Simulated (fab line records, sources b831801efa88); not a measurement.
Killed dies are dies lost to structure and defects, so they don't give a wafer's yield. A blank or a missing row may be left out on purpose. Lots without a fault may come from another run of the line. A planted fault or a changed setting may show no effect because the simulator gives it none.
A struck lot beside a sound one | flow sky130 | 45 steps out of a route of 708
Sound: wafers L591.2, L591.4, L591.6. Struck: wafer L598.4. (L598.2 of the same lot was not struck and is left out.) The cause comes at the end.
At each step with rows: each side's tool, then ch and its chambers, then its first start. Under that, the readings that differ: sound wafers | struck wafers | difference of the means | sigmas: that difference in standard deviations of wafers without a fault.
alike: readings whose means differ by less than 2 such deviations, and words and numbers that are the same on both sides. not compared: withheld readings, readings that some wafer has no value for, bounds like >300 that may hide the same value, and numbers for which the record gives no deviation and whose values overlap.
The two part at a step that has a row with sigmas, a row that says differs or no value, or rows on one side only. Numbers that don't overlap but have no deviation are shown without sigmas and don't part them. A reading that every wafer of one side lacks parts them only if that side has two wafers or more.

first, 7 steps without rows for these wafers: SKY_LDD_N_DEHYDRATE_00 (time 60 s); SKY_LDD_N_HMDS_01 (prime time 60 s); SKY_LDD_N_COAT_02 (resist thk 300 nm); SKY_LDD_N_SOFTBAKE_03 (time 60 s); SKY_LDD_N_EXPOSE_04 (exposes mask NTM, target cd 840 nm); SKY_LDD_N_PEB_05; SKY_LDD_N_DEVELOP_06 (develop time 60 s).
SKY_LDD_N_OVL_MEAS_07:
  sound on overlay-02, day 18 10:12; struck on overlay-02, day 21 05:42
  alike: LDD_N_OVL
then, 4 steps without rows for these wafers: SKY_LDD_N_IMPLANT_08; SKY_LDD_N_IMPLANT_09; SKY_LDD_N_IMPLANT_10; SKY_LDD_N_IMPLANT_11.
SKY_LDD_N_IMPLANT_12:
  sound on implanter-01 ch 0, day 18 10:51; struck on implanter-01 ch 0, day 21 06:22
  reading            | sound             | struck | difference | sigmas
  beam_on_s (s)      | 10.01 10.06 10.27 | 13.73  | +3.62      | +20
  faraday_current_uA | 28.1 28.1 27.4    | 20.6   | -7.3       | -14
then, 3 steps without rows for these wafers: SKY_LDD_N_IMPLANT_13; SKY_LDD_N_IMPLANT_14; SKY_LDD_N_IMPLANT_15.
SKY_LDD_N_STRIP_16: strips in O2/N2.
  sound on plasma_asher-02 ch 0,1, day 18 11:26; struck on plasma_asher-02 ch 0, day 21 06:56
  reading                      | sound             | struck | difference | sigmas
  strip_time_to_endpoint_s (s) | 4.307 4.307 4.289 | 4.332  | +0.031     | +2
  alike: chamber_pressure_mTorr, drypump_motor_current_A, oes_product_au
  not compared: rf_hours_counter_h
SKY_LDD_N_TW_MEAS_17:
  sound on film_metro-01, day 18 11:32; struck on film_metro-02, day 21 07:02
  alike: LDD_N_TW
then, 7 steps without rows for these wafers: SKY_LDD_P_DEHYDRATE_00 (time 60 s); SKY_LDD_P_HMDS_01 (prime time 60 s); SKY_LDD_P_COAT_02 (resist thk 1140 nm); SKY_LDD_P_SOFTBAKE_03 (time 60 s); SKY_LDD_P_EXPOSE_04 (exposes mask PSDM, target cd 380 nm); SKY_LDD_P_PEB_05; SKY_LDD_P_DEVELOP_06 (develop time 60 s).
SKY_LDD_P_CD_MEAS_07: target cd 380 nm.
  sound on cd_sem-02, day 19 17:22; struck on cd_sem-02, day 22 13:14
  alike: cd_nm
SKY_LDD_P_OVL_MEAS_08:
  sound on overlay-02, day 19 17:28; struck on overlay-01, day 22 13:20
  alike: LDD_P_OVL
then, 1 step without rows for these wafers: SKY_LDD_P_IMPLANT_09.
SKY_LDD_P_STRIP_10: strips in O2/N2.
  sound on plasma_asher-03 ch 1, day 19 17:39; struck on plasma_asher-03 ch 1, day 22 13:31
  alike: chamber_pressure_mTorr, drypump_motor_current_A, oes_product_au, strip_time_to_endpoint_s
  not compared: rf_hours_counter_h
SKY_LDD_P_TW_MEAS_11:
  sound on film_metro-04, day 19 17:46; struck on film_metro-03, day 22 13:37
  alike: LDD_P_TW
then, 7 steps without rows for these wafers: SKY_LDD_HVN_DEHYDRATE_00 (time 60 s); SKY_LDD_HVN_HMDS_01 (prime time 60 s); SKY_LDD_HVN_COAT_02 (resist thk 300 nm); SKY_LDD_HVN_SOFTBAKE_03 (time 60 s); SKY_LDD_HVN_EXPOSE_04 (exposes mask HVNTM, target cd 700 nm); SKY_LDD_HVN_PEB_05; SKY_LDD_HVN_DEVELOP_06 (develop time 60 s).
SKY_LDD_HVN_OVL_MEAS_07:
  sound on overlay-01, day 21 00:18; struck on overlay-02, day 23 19:40
  alike: LDD_HVN_OVL
then, 1 step without rows for these wafers: SKY_LDD_HVN_IMPLANT_08.
SKY_LDD_HVN_STRIP_09: strips in O2/N2.
  sound on plasma_asher-01 ch 0,1, day 21 00:29; struck on plasma_asher-02 ch 1, day 23 19:50
  reading                     | sound       | struck | difference | sigmas
  drypump_motor_current_A (A) | 5.5 5.5 5.5 | 6.4    | +0.9       | +2
  alike: chamber_pressure_mTorr, oes_product_au, strip_time_to_endpoint_s
  not compared: rf_hours_counter_h
SKY_LDD_HVN_TW_MEAS_10:
  sound on film_metro-03, day 21 00:35; struck on film_metro-02, day 23 19:57
  alike: LDD_HVN_TW
then, 1 step without rows for these wafers: SKY_LDD_HVP_DEHYDRATE_00 (time 60 s).
-- the record jumps here: 23 days lie between the struck wafers' starts before and after (it left off in module LDD_HVP and takes up again in module PASSIVATION, whose first step shown is number 684 of the route) --
SKY_PASSIVATION_THK_MEAS_03:
  sound on film_metro-04, day 44 11:04; struck on film_metro-04, day 46 11:46
  alike: PASSIVATION_CVD_02_THK
  not compared: hold
SKY_PASSIVATION_DEHYDRATE_04: time 60 s.
  sound on litho_track-03 ch 0, day 44 21:28; struck on litho_track-03 ch 0, day 46 20:43
  reading | sound | struck                   | difference                   | sigmas
  hold    | - - - | await_dispo/3.3h/release | no value on the sound wafers |
  alike: resist_line_temp_C
SKY_PAD_OPEN_PROBE_99:
  sound on prober-01, day 46 08:38; struck on prober-01, day 48 06:13
  reading                                 | sound                | struck | difference | sigmas
  killed_short                            | 45 54 57             | 38     | -14        | -2
  model.etest.nfet_01v8_lvt.vt_sat_v (V)  | 0.5351 0.5546 0.5491 | 0.5707 | +0.0244    |
  model.etest.sram_nfet_pass.vt_sat_v (V) | 0.5536 0.5906 0.5591 | 0.598  | +0.030     |
  model.etest.nfet_01v8.vt_sat_v (V)      | 0.6566 0.6688 0.6594 | 0.6745 | +0.0129    |
  alike: killed_at_M0_to_M3, killed_at_M4_up, killed_at_contacts, killed_at_front_end, killed_at_other, killed_dies, killed_open
  not compared: model.etest.nfet_01v8_lvt.vt_v, model.etest.nfet_01v8.vt_v

WHERE THEY PART
First at SKY_LDD_N_IMPLANT_12; last, within this record, at SKY_PAD_OPEN_PROBE_99.

WHY: what the simulator had put in
Process parameter drift: implanter-01, from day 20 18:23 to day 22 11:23, at SKY_LDD_N_IMPLANT_12. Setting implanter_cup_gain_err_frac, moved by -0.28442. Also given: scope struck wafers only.
